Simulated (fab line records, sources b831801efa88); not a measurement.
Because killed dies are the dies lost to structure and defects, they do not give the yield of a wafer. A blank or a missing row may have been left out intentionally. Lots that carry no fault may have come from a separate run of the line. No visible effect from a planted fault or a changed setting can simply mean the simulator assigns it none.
The tool behind it: which one? :: flow gf180mcu :: 39 wafers from 13 lots sampled at 3 of the route's 602 steps

== WHAT THE GAUGES SHOWED, per wafer ==
GF_VT_IMPLANT_OVL_MEAS_29.
lot: L887
measured: day 6 20:47
on: overlay-01
VT_IMPLANT_02_OVL (nm): -0.7 0.1 -0.9

lot: L888
measured: day 7 01:56
on: overlay-02
VT_IMPLANT_02_OVL (nm): -0.5 0.1 -2.2

lot: L889
measured: day 7 14:11
on: overlay-02
VT_IMPLANT_02_OVL (nm): -1.0 0.7 -0.3

lot: L891
measured: day 8 00:13
on: overlay-02
VT_IMPLANT_02_OVL (nm): 1.8 2.0 0.2

lot: L892
measured: day 8 05:47
on: overlay-02
VT_IMPLANT_02_OVL (nm): -0.4 1.9 0.2

lot: L896
measured: day 9 08:14
on: overlay-02
VT_IMPLANT_02_OVL (nm): -3.4 -1.8 -3.2

lot: L897
measured: day 9 14:21
on: overlay-01
VT_IMPLANT_02_OVL (nm): -1.2 -1.1 -0.5

lot: L900
measured: day 10 13:23
on: overlay-02
VT_IMPLANT_02_OVL (nm): -2.0 -1.3 -3.1

lot: L905
measured: day 11 18:55
on: overlay-02
VT_IMPLANT_02_OVL (nm): -0.2 0.9 1.2

lot: L907
measured: day 12 08:30
on: overlay-02
VT_IMPLANT_02_OVL (nm): -1.3 0.4 1.0

lot: L908
measured: day 12 13:26
on: overlay-01
VT_IMPLANT_02_OVL (nm): -0.8 -0.8 -0.5

lot: L909
measured: day 12 21:13
on: overlay-02
VT_IMPLANT_02_OVL (nm): -2.1 -1.8 -2.4

lot: L910
measured: day 13 06:38
on: overlay-01
VT_IMPLANT_02_OVL (nm): 0.3 0.0 -1.1

GF_POLY_GATE_THK_MEAS_01.
lot: L887
measured: day 8 10:41
on: film_metro-01
POLY_GATE_CVD_00_THK (nm): 200.7 201.6 202.7

lot: L888
measured: day 8 15:50
on: film_metro-02
POLY_GATE_CVD_00_THK (nm): 204.2 202.8 201.4

lot: L889
measured: day 9 05:25
on: film_metro-03
POLY_GATE_CVD_00_THK (nm): 198.0 199.4 200.2

lot: L891
measured: day 9 15:37
on: film_metro-01
POLY_GATE_CVD_00_THK (nm): 196.2 196.6 196.0

lot: L892
measured: day 9 21:01
on: film_metro-01
POLY_GATE_CVD_00_THK (nm): 196.5 198.5 198.2

lot: L896
measured: day 11 01:47
on: film_metro-03
POLY_GATE_CVD_00_THK (nm): 204.4 203.2 203.0

lot: L897
measured: day 11 09:53
on: film_metro-01
POLY_GATE_CVD_00_THK (nm): 198.9 196.5 199.2

lot: L900
measured: day 12 13:46
on: film_metro-02
POLY_GATE_CVD_00_THK (nm): 198.3 199.0 200.4

lot: L905
measured: day 13 21:13
on: film_metro-03
POLY_GATE_CVD_00_THK (nm): 200.1 200.8 199.0

lot: L907
measured: day 14 08:02
on: film_metro-02
POLY_GATE_CVD_00_THK (nm): 200.6 198.6 200.8

lot: L908
measured: day 14 12:59
on: film_metro-01
POLY_GATE_CVD_00_THK (nm): 199.0 197.7 199.0

lot: L909
measured: day 14 20:05
on: film_metro-03
POLY_GATE_CVD_00_THK (nm): 198.1 198.5 199.9

lot: L910
measured: day 15 08:32
on: film_metro-03
POLY_GATE_CVD_00_THK (nm): 200.5 201.7 199.7

GF_POLY_GATE_THK_MEAS_17.
lot: L887
measured: day 9 06:44
on: film_metro-01
POLY_GATE_OXIDATION_THK (nm): 4.06 4.06 4.17

lot: L888
measured: day 9 10:10
on: film_metro-03
POLY_GATE_OXIDATION_THK (nm): 4.08 4.15 4.11

lot: L889
measured: day 9 23:47
on: film_metro-03
POLY_GATE_OXIDATION_THK (nm): 4.09 4.13 4.09

lot: L891
measured: day 10 10:50
on: film_metro-03
POLY_GATE_OXIDATION_THK (nm): 4.09 4.10 4.10

lot: L892
measured: day 10 16:46
on: film_metro-01
POLY_GATE_OXIDATION_THK (nm): 4.16 4.02 4.19

lot: L896
measured: day 12 01:36
on: film_metro-02
POLY_GATE_OXIDATION_THK (nm): 3.89 3.86 3.82

lot: L897
measured: day 12 09:59
on: film_metro-01
POLY_GATE_OXIDATION_THK (nm): 3.93 4.06 4.07

lot: L900
measured: day 13 10:11
on: film_metro-03
POLY_GATE_OXIDATION_THK (nm): 4.08 4.13 4.09

lot: L905
measured: day 14 20:05
on: film_metro-01
POLY_GATE_OXIDATION_THK (nm): 3.92 3.84 3.92

lot: L907
measured: day 15 08:28
on: film_metro-01
POLY_GATE_OXIDATION_THK (nm): 3.85 3.78 3.80

lot: L908
measured: day 15 12:17
on: film_metro-01
POLY_GATE_OXIDATION_THK (nm): 4.14 4.13 4.24

lot: L909
measured: day 15 19:02
on: film_metro-01
POLY_GATE_OXIDATION_THK (nm): 3.93 3.90 3.89

lot: L910
measured: day 16 07:46
on: film_metro-02
POLY_GATE_OXIDATION_THK (nm): 4.02 3.97 3.87

== TOOL THAT RAN EACH LOT (tool first, then ch and the chambers of the sampled wafers, then the start) ==
Record: no process step prior to these readings.

== AS READ BY THE TOOLS THEMSELVES (means over the sampled wafers that have a number; for cases with no such wafer, the mark the record gives instead) ==
The record holds no such reading with a usual standard deviation.

== THE ANSWER, worked out from the rows above alone ==
Rule: usual is defined by the lots themselves. The widest of any qualifying gaps counts: lots, ordered by their means at a reading, are off when they make up no more than a third of the lots, leave a main group of 4 or more, and stand apart from it by 3 or more times the standard deviation of that group's means. Not used: any main group whose means are identical at the precision the tables above print for the reading. Also off: a lot with no number at a reading for which 4 or more lots have one. The other lots that the step has rows for count as sound. After the gauges, taken in route order, come the tools' own readings; for these a lot's mean is taken, as printed above. At the first step where some lot is off, the reading lying furthest off is the one used; lots without a number count as furthest.
No lot is off on any of the readings shown, so nothing can be concluded from this.

== WHAT THE SIMULATOR PUT IN ==
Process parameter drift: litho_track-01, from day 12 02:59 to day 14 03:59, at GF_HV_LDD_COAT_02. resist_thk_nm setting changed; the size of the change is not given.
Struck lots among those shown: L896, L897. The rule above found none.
